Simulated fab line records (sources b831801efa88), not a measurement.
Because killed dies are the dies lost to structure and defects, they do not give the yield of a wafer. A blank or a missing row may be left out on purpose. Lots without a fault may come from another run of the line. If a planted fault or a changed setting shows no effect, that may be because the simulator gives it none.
fab line records    flow sky130
[record] lots = 13  wafers = 39  last-day = 50
route steps=708 shown SD_N@355 LOCAL_INTERCONNECT@400 CONTACT@410 PAD_OPEN@708
lots untouched by any fault: they come from a run of this same line in which no faults occurred
start-h: hours from the record's first day to the start of the lot's first wafer shown    wait-h: hours from the lot's prior step to this one    " the same as in the row above    L1.1+2: several wafers, shown together as one row    - no value present, or no start provided    * or withheld: withheld    < > ~ a bound
route shown NAME@n: names a module that has steps shown in the file, with the first one's number in the route    usual: mean/standard deviation of fault-free wafers    same: alike in all rows    chamber/n: place in a boat    sites: readings site by site    _std_site: the standard deviation of these    _edge_site: inner sites' mean taken away from outer sites' mean    radius-mm: for every site, how far away it sits from the centre of the wafer    mask NAME#n: copy n    behind: the last tool/chamber to shape the wafer    hold: why the lot went on hold/how many hours it stayed there/how the hold came to an end    device: transistor that didn't switch, given as n, p or np    end of line: at the end of the route, the tests of the same wafers    a step without rows: its recipe alone    killed: count of dies lost to structure and defects at first sort (not the wafer's yield)    map: per-die view of a wafer (x killed, . not killed, _ where there is no die)
set.NAME: setting as actually run; set.NAME@STEP: the setting as run at that earlier step    model.NAME: the simulator's own value behind a step, which no gauge read
the route's steps for a sample of lots (tables are steps, rows are wafers)
services: a tool's chamber out of use, with start hour (start-h, from the record's first day; less than 0 if before it), hours out, and reason
[[steps]]
[step SKY_SD_N_CLEAN_13]
[recipe] chemistry = SC1/SC2  mix = 1:4:20  temp-c = 70  time-s = 150  dry = n2-spin
[usual] run-length-s = 178/3.8  temp-c = 69.99/0.13
lot.wafer  tool          chamber  start-h  wait-h  run-length-s  temp-c
L747.1     wet-bench-02  1        648.94   0.1     175           70.17
L747.3     "             1        "        "       175           70.39
L747.4     "             1        "        "       175           70.27
L748.1     wet-bench-02  2        649.56   0.1     176           69.83
L748.2     "             2        "        "       176           69.82
L748.5     "             2        "        "       176           69.69
L749.1     wet-bench-01  0        665.93   0.1     183           70.00
L749.4     "             0        "        "       183           70.04
L749.5     "             0        "        "       183           70.24
L750.1     wet-bench-02  0        674.16   0.1     175           69.90
L750.4     "             0        "        "       175           69.86
L750.6     "             0        "        "       175           69.82
L751.2     wet-bench-01  3        676.43   0.0     175           69.98
L751.4     "             3        "        "       175           70.14
L751.5     "             3        "        "       175           70.09
L754.3     wet-bench-01  0        721.45   0.0     185           69.95
L754.4     "             0        "        "       185           69.81
L754.5     "             0        "        "       185           70.15
L757.2     wet-bench-01  0        732.53   0.0     177           69.94
L757.3     "             0        "        "       177           70.05
L757.5     "             0        "        "       177           69.97
L758.1     wet-bench-02  0        745.28   0.1     175           69.86
L758.2     "             0        "        "       175           69.94
L758.6     "             0        "        "       175           69.87
L766.1     wet-bench-01  0        801.14   0.1     77            69.83
L766.3     "             0        "        "       77            69.97
L766.6     "             0        "        "       77            70.04
L767.2     wet-bench-01  2        801.44   0.0     75            70.07
L767.3     "             2        "        "       75            69.92
L767.6     "             2        "        "       75            70.06
L768.4     wet-bench-01  3        807.77   0.1     83            69.99
L768.5     "             3        "        "       83            70.23
L768.6     "             3        "        "       83            70.01
L769.3     wet-bench-02  1        813.61   0.0     183           70.20
L769.4     "             1        "        "       183           70.08
L769.6     "             1        "        "       183           69.95
L770.2     wet-bench-02  2        825.96   0.0     176           69.69
L770.3     "             2        "        "       176           69.79
L770.5     "             2        "        "       176           69.75
[step SKY_LOCAL_INTERCONNECT_ETCH_13]
[recipe] chemistry = N2/H2  target = BARC  ion-energy-ev = 200  bias-w = 100  pressure-mtorr = 30  n2-flow-sccm = 100  h2-flow-sccm = 200  icp-w = 500  stop-on = SiO2  time-s = 45.9  target-depth-a = 600
[usual] drypump-motor-current-A = 5.9/0.57  oes-product-au = 0.855/0.0046  throttle-valve-pct = 13.224/0.009
lot.wafer  tool          chamber  start-h  wait-h  drypump-motor-current-A  oes-product-au  rf-hours-counter-h  throttle-valve-pct
L747.1     rie-metal-01  1        707.65   0.0     6.6                      0.854           12                  13.233
L747.3     "             0        "        "       5.4                      0.859           -                   13.233
L747.4     "             1        "        "       6.6                      0.855           -                   13.210
L748.1     rie-metal-02  0        708.66   0.0     6.1                      0.859           10                  13.220
L748.2     "             0        "        "       6.1                      0.853           -                   13.228
L748.5     "             0        "        "       6.1                      0.856           -                   13.229
L749.1     rie-metal-03  1        725.51   0.0     5.0                      0.852           14                  13.225
L749.4     "             1        "        "       5.0                      0.852           -                   13.235
L749.5     "             1        "        "       5.0                      0.862           -                   13.216
L750.1     rie-metal-01  0        732.30   0.0     5.4                      0.862           3                   13.212
L750.4     "             0        "        "       5.4                      0.854           -                   13.226
L750.6     "             0        "        "       5.4                      0.852           -                   13.216
L751.2     rie-metal-02  0        734.72   0.0     6.1                      0.854           11                  13.211
L751.4     "             0        "        "       6.1                      0.849           -                   13.238
L751.5     "             0        "        "       6.1                      0.860           -                   13.229
L754.3     rie-metal-02  0        778.24   0.0     6.1                      0.858           -                   13.226
L754.4     "             1        "        "       5.7                      0.858           -                   13.229
L754.5     "             0        "        "       6.1                      0.851           -                   13.223
L757.2     rie-metal-03  0        789.22   0.0     6.4                      0.861           -                   13.223
L757.3     "             0        "        "       6.4                      0.857           -                   13.229
L757.5     "             0        "        "       6.4                      0.862           -                   13.223
L758.1     rie-metal-01  1        801.05   0.0     6.6                      0.861           16                  13.219
L758.2     "             0        "        "       5.4                      0.852           5                   13.236
L758.6     "             1        "        "       6.6                      0.855           -                   13.218
L766.1     rie-metal-03  0        856.60   0.0     6.4                      0.849           4                   13.209
L766.3     "             1        "        "       5.0                      0.854           -                   13.229
L766.6     "             1        "        "       5.0                      0.846           -                   13.212
L767.2     rie-metal-01  1        857.41   0.0     6.6                      0.858           1                   13.217
L767.3     "             0        "        "       5.4                      0.853           -                   13.218
L767.6     "             1        "        "       6.6                      0.860           -                   13.237
L768.4     rie-metal-03  1        863.72   0.0     5.0                      0.862           -                   13.221
L768.5     "             1        "        "       5.0                      0.855           -                   13.225
L768.6     "             0        "        "       6.4                      0.851           -                   13.214
L769.3     rie-metal-01  1        868.89   0.0     6.6                      0.858           -                   13.239
L769.4     "             0        "        "       5.4                      0.859           -                   13.221
L769.6     "             1        "        "       6.6                      0.859           -                   13.232
L770.2     rie-metal-01  1        881.30   0.0     6.6                      0.864           2                   13.231
L770.3     "             1        "        "       6.6                      0.863           -                   13.223
L770.5     "             0        "        "       5.4                      0.849           -                   13.216
[step SKY_CONTACT_CMP_04]
[recipe] material = SiO2  down-force-psi = 4  platen-rpm = 60  pad-velocity-m-s = 0.94248
[usual] motor-current-A = 11.9/1.3  time-to-endpoint-s = 81/5.3
lot.wafer  tool    chamber  start-h  wait-h  motor-current-A  time-to-endpoint-s
L747.4     cmp-02  2        708.59   0.0     12.3             85
L747.1     "       3        "        "       14.5             80
L747.3     "       1        "        "       11.7             90
L748.1     cmp-02  2        709.71   0.1     12.1             82
L748.2     "       1        "        "       11.7             90
L748.5     "       3        "        "       15.2             78
L749.1     cmp-02  0        726.93   0.3     11.3             84
L749.4     "       2        "        "       12.4             87
L749.5     "       3        "        "       14.1             84
L750.1     cmp-01  1        733.27   0.1     10.6             81
L750.4     "       2        "        "       10.9             79
L750.6     "       1        "        "       11.2             80
L751.2     cmp-02  2        735.70   0.1     12.1             81
L751.4     "       3        "        "       14.5             84
L751.5     "       2        "        "       12.8             84
L754.3     cmp-01  0        779.18   0.0     11.8             82
L754.4     "       2        "        "       10.4             80
L754.5     "       1        "        "       10.9             76
L757.3     cmp-02  1        790.65   0.0     11.4             94
L757.2     "       0        "        "       11.2             82
L757.5     "       2        "        "       13.1             85
L758.1     cmp-01  3        802.60   0.3     11.2             75
L758.2     "       0        "        "       12.9             80
L758.6     "       1        "        "       10.6             77
L766.1     cmp-01  1        857.67   0.1     10.6             78
L766.3     "       0        "        "       12.8             76
L766.6     "       2        "        "       10.4             83
L767.2     cmp-01  2        858.47   0.0     10.8             79
L767.3     "       1        "        "       11.1             72
L767.6     "       2        "        "       10.6             77
L768.4     cmp-01  0        864.82   0.2     12.8             77
L768.5     "       3        "        "       11.1             78
L768.6     "       0        "        "       12.2             75
L769.3     cmp-01  2        869.85   0.1     11.1             79
L769.4     "       3        "        "       10.8             86
L769.6     "       1        "        "       10.7             80
L770.2     cmp-01  3        882.23   0.0     11.3             82
L770.3     "       2        "        "       10.3             76
L770.5     "       0        "        "       12.5             81
[step SKY_CONTACT_SPUTTER_23]
[recipe] material = TiN  target-thk-nm = 20  chamber-pressure-pa = 5  power-w = 4000  time-s = 80
[usual] throttle-valve-pct = 30.3/0.69
lot.wafer  tool            chamber  start-h  wait-h  throttle-valve-pct
L747.1     pvd-sputter-03  -        737.02   0.0     31.5
L747.3     "               -        "        "       30.6
L747.4     "               -        "        "       31.2
L748.1     pvd-sputter-03  -        738.20   0.0     31.0
L748.2     "               -        "        "       30.7
L748.5     "               -        "        "       31.4
L749.1     pvd-sputter-03  -        755.33   0.0     30.7
L749.4     "               -        "        "       31.3
L749.5     "               -        "        "       30.3
L750.1     pvd-sputter-04  -        761.34   0.0     30.2
L750.4     "               -        "        "       30.0
L750.6     "               -        "        "       30.0
L751.2     pvd-sputter-03  -        763.45   0.0     30.9
L751.4     "               -        "        "       30.7
L751.5     "               -        "        "       31.5
L754.3     pvd-sputter-04  -        807.77   0.0     29.7
L754.4     "               -        "        "       29.9
L754.5     "               -        "        "       30.3
L757.2     pvd-sputter-03  -        818.44   0.0     30.7
L757.3     "               -        "        "       31.5
L757.5     "               -        "        "       30.5
L758.1     pvd-sputter-01  -        830.20   0.0     30.0
L758.2     "               -        "        "       30.1
L758.6     "               -        "        "       29.9
L766.1     pvd-sputter-04  -        884.59   0.0     29.8
L766.3     "               -        "        "       30.4
L766.6     "               -        "        "       30.1
L767.2     pvd-sputter-04  -        885.72   0.0     29.9
L767.3     "               -        "        "       30.0
L767.6     "               -        "        "       30.0
L768.4     pvd-sputter-04  -        892.12   0.0     29.7
L768.5     "               -        "        "       29.7
L768.6     "               -        "        "       29.9
L769.3     pvd-sputter-01  -        897.30   0.0     30.0
L769.4     "               -        "        "       30.1
L769.6     "               -        "        "       29.7
L770.2     pvd-sputter-01  -        908.68   0.0     29.9
L770.3     "               -        "        "       30.2
L770.5     "               -        "        "       30.2
[step SKY_PAD_OPEN_PROBE_99]
[usual] killed_at_M0_to_M3 = 43/6.6  killed_at_M4_up = 3.0/1.7  killed-at-contacts = 24/5.4  killed-at-front-end = 16/4.6  killed-at-other = 0.3/0.53  killed-dies = 87/9.7  killed-open = 47/7.3  killed-short = 39/6.5
[same] gross-dies = 492  killed-at-back-side = 0
lot.wafer  tool       chamber  start-h  wait-h  killed_at_M0_to_M3  killed_at_M4_up  killed-at-contacts  killed-at-front-end  killed-at-other  killed-dies  killed-open  killed-short
L767.3     prober-02  -        1183.66  0.2     37                  1                15                  19                   0                72           38           34
// killed by level:class
L767.3 VIA1:geometric-particle:open=9 FIELD_ISO:geometric-particle:short=6 CONTACT:geometric-particle:open=6 METAL1:geometric-particle:short=5 VIA2:geometric-particle:open=5 POLY_GATE:geometric-particle:open=4 VIA3:geometric-particle:open=4 LOCAL_INTERCONNECT:geometric-particle:short=3
[[services]]
tool            chamber  start-h  hours  kind
rie-metal-01    -        632.74   0.1    repair
rie-metal-02    0        637.07   2.5    repair
cmp-02          -        637.20   0.4    repair
cmp-01          -        640.92   0.3    repair
cmp-01          -        653.14   2.5    repair
pvd-sputter-01  -        659.54   18.7   repair
pvd-sputter-03  -        667.59   0.8    repair
rie-metal-02    -        670.63   0.7    repair
rie-metal-02    1        674.53   45.0   repair
cmp-01          -        682.92   1.2    repair
cmp-02          -        684.21   8.5    pm
rie-metal-03    0        692.07   1.0    repair
cmp-01          -        697.10   0.3    repair
rie-metal-03    0        721.50   9.9    repair
cmp-01          -        725.82   3.5    repair
cmp-01          -        737.27   2.6    repair
cmp-01          -        744.15   4.0    pm
rie-metal-01    -        749.77   2.8    pm
wet-bench-01    -        802.07   3.3    repair
wet-bench-02    -        811.16   0.5    repair
cmp-01          -        817.20   0.9    repair
cmp-01          -        831.09   2.7    repair
cmp-01          -        835.00   17.5   pm
rie-metal-01    -        886.30   1.9    repair
[[key]]
[first-sign] step = SKY_SD_N_CLEAN_13  reading = run-length-s  direction = down  sigmas = 27  usual = *  struck = *
effect none on later readings
met-at SKY_SD_N_CLEAN_13
struck-lots L766,L767,L768
tester-left-out L766,L767,L768
not-acting-at SKY_LOCAL_INTERCONNECT_ETCH_13,SKY_CONTACT_CMP_04,SKY_CONTACT_SPUTTER_23
onset-between 732.53 801.14
[fault] kind = process-parameter-drift  tool = wet-bench-01  chamber = -  onset-h = 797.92  steps = SKY_SD_N_CLEAN_13  channel = time-s  offset = *  shape = step  end-h = 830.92  acts-in = *  stated = *
// tester-left-out: of these lots the tester's yield and bins aren't shown, on N5 and GAA mostly nor the transistor test; their killed dies are dies lost to structure and defects alone, not to doping, threshold or leakage, so they don't give the yield
